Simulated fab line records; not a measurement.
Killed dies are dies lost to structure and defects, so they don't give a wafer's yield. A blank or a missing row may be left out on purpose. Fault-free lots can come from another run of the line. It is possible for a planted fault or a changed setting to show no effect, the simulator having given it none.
Which tool did it? -- flow sky130 -- Sampling: 11 lots, 33 wafers, 3 of 708 route steps

== WHAT THE GAUGES READ, wafer by wafer ==
SKY_SD_N_RS_MEAS_17: the measuring method here is four-point-probe.
lot,measured,on,SD_P_RS (ohm/sq)
L130,day 28 01:50,filmMetro-04,146.8 147.1 146.8
L134,day 29 00:26,filmMetro-02,146.5 147.0 146.5
L138,day 30 11:57,filmMetro-04,150.9 150.4 151.0
L139,day 30 19:06,filmMetro-04,150.6 150.4 150.1
L143,day 32 08:10,filmMetro-03,147.2 146.9 147.2
L144,day 32 13:08,filmMetro-03,146.9 146.9 147.0
L146,day 33 06:55,filmMetro-02,146.4 146.9 146.3
L150,day 34 14:07,filmMetro-02,146.6 146.1 146.0
L151,day 34 15:30,filmMetro-02,146.5 146.5 146.8
L152,day 35 01:36,filmMetro-04,147.0 147.4 147.0
L153,day 35 13:14,filmMetro-04,147.4 147.2 147.9

== EACH LOT AND THE TOOL THAT RAN IT (in order: tool; ch and the chambers of the sampled wafers; start) ==
lot,SKY_SD_P_IMPLANT_09,SKY_SD_P_STRIP_10
L130,"implanter-02 ch 0, day 25 15:55","plasmaAsher-01 ch 0,1, day 25 16:03"
L134,"implanter-04 ch 0, day 26 16:49","plasmaAsher-01 ch 0,1, day 26 16:57"
L138,"implanter-02 ch 0, day 28 05:02","plasmaAsher-01 ch 1, day 28 05:10"
L139,"implanter-02 ch 0, day 28 13:37","plasmaAsher-03 ch 0,1, day 28 13:44"
L143,"implanter-01 ch 0, day 30 02:09","plasmaAsher-03 ch 0,1, day 30 02:18"
L144,"implanter-04 ch 0, day 30 07:25","plasmaAsher-03 ch 0,1, day 30 07:34"
L146,"implanter-01 ch 0, day 31 01:07","plasmaAsher-03 ch 0,1, day 31 01:16"
L150,"implanter-02 ch 0, day 32 07:33","plasmaAsher-03 ch 0,1, day 32 07:42"
L151,"implanter-02 ch 0, day 32 10:29","plasmaAsher-01 ch 0,1, day 32 10:37"
L152,"implanter-04 ch 0, day 32 18:30","plasmaAsher-03 ch 0,1, day 32 18:38"
L153,"implanter-02 ch 0, day 33 07:22","plasmaAsher-02 ch 0,1, day 33 07:30"
- SKY_SD_P_IMPLANT_09
- SKY_SD_P_STRIP_10: strips in O2/N2.

== THE ANSWER, worked out from the rows above alone ==
Rule: the usual values come from the lots themselves. The widest of any qualifying gaps counts: lots, ordered by their means at a reading, are off when they make up no more than a third of the lots, leave a main group of 4 or more, and stand apart from it by 3 or more times the standard deviation of that group's means. The tables above print the reading to a certain number of digits; a main group whose means all agree to those digits is not used. Also off: a lot with no number at a reading for which 4 or more lots have one. Where the step has rows for the other lots, those lots are counted as sound.
Off: L138, L139, at SKY_SD_N_RS_MEAS_17 (SD_P_RS). For the main group the mean is 146.8 ohm/sq and the standard deviation 0.36.
A tool fits if, at a process step before that reading, it ran every lot that is off, and no sound lot after the first of them. The gauges at SKY_SD_N_RS_MEAS_17 are tried like those tools. No candidate that was tried fits.

== WHAT THE SIMULATOR HAD INSERTED ==
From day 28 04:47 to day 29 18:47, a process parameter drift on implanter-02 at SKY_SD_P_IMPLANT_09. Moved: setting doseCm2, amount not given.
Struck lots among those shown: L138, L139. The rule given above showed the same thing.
